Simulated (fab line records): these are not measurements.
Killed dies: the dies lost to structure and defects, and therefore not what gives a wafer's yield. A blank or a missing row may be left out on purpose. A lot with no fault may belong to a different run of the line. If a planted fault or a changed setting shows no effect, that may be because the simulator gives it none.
Problem report, 8D (eight disciplines) form, completed by code    flow gf180mcu    the parts of the form that need people (team, actions taken, sign-off) are left out

== 1. THE ISSUE ==
Across 6 wafers from 2 lots, CONTACT_CVD_02_THK at GF_CONTACT_THK_MEAS_03 averages 289 nm, while fault-free wafers read 864 nm with a standard deviation of 15. Measured from the usual mean, that is -38 standard deviations.
The first sign was on wafer L318.3 at day 17 01:31, on film_metro-03. The record has a number at this step for 42 wafers belonging to 14 lots. The rule behind "out" and "out of limits": a value lying over 4 standard deviations away from the usual mean. The rest of the wafers with a number are treated as sound.

== 2. WHAT IT IS AND WHAT IT IS NOT ==
question                     is                            is not
which readings at this step  CONTACT_CVD_02_THK            -
which lots                   L318, L322                    L315, L320, L326, L328, L329, L330, L331, L332, L333, L334, L335, L336
which wafers of those lots   all that have a number        -
read on which gauges         film_metro-01, film_metro-03  film_metro-04
when                         from day 17 01:31             up to then (3 sound wafers); but 33 sound wafers of L320, L326, L328, L329, L330, L331, L332, L333, L334, L335, L336 came after

== 3. THE SUSPECTS, EACH WITH WHAT RULES IT OUT ==
Counting: any tool at a process step up to the reading is kept as a suspect provided that every lot that is out went through it and no sound lot did after the first of them.
- ruled out: the gauge at GF_CONTACT_THK_MEAS_03. 2 gauges (film_metro-01, film_metro-03) read the wafers that are out.
- rtp_anneal-02 at GF_PSD_RTA_13 (time 20 s): ruled out as a lasting fault. The sound lots L320, L326, L333, L334 went through it after L318, its earliest lot that is out (day 16 02:04).
- plasma_asher-02 at GF_SAB_STRIP_13 (strips in O2/N2): ruled out as a lasting fault. The sound lots L326, L332, L335, L336 went through it after L318, its earliest lot that is out (day 17 00:37).
- pecvd-04 at GF_CONTACT_CVD_02 (deposits SiO2 from TEOS, target thk 860 nm, time 95.992 s): ruled out as a lasting fault. The sound lots L329, L331, L333, L334, L336 went through it after L318, its earliest lot that is out (day 17 01:25).
Left after counting: nothing in the record.

== 4. THE CAUSE (what the simulator had put in) ==
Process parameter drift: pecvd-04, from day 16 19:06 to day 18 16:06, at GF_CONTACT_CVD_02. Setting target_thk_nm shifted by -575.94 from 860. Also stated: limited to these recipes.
It was ruled out by counting, in error; the rule expects a fault to strike all lots run on its tool from its start on, and this fault did not.

== 5. THE CHAIN OF EFFECTS, in route order ==
One row per reading whose mean, taken over the struck wafers that have a number, lies over 3 standard deviations from the usual. Only readings for which the record gives a usual standard deviation are gone through. hours: the time from each lot's start at the first step in this table that gives one to its start at this step, as a median over the lots. sigmas: the change in usual standard deviations.
hours  step                    reading             usual       on struck wafers  change  sigmas
0      GF_CONTACT_THK_MEAS_03  CONTACT_CVD_02_THK  864 nm      289               -575    -38
-      GF_CONTACT_ETCH_17      oes_product_au      0.816 a.u.  0.675             -0.140  -27
Process steps it contains:
- GF_CONTACT_ETCH_17: etches SiO2 in C4F8/O2/Ar, stops on CoSi2, target depth 860 nm.
At these later measuring or inspecting steps, every struck wafer for which the step has a row has a number for every such reading, and none has moved that far: GF_CONTACT_BOW_MEAS_05.

== 6. HOW IT WOULD HAVE BEEN CAUGHT EARLIER ==
Counted from the fault's start at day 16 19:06, it took 6 hours until the first out-of-limits reading at a measuring or inspecting step in this record, taken at day 17 01:31.
No tool reading at GF_CONTACT_CVD_02 that has a usual standard deviation in the record was out on any struck wafer, so an alarm limit of 4 standard deviations on those readings would not have fired.
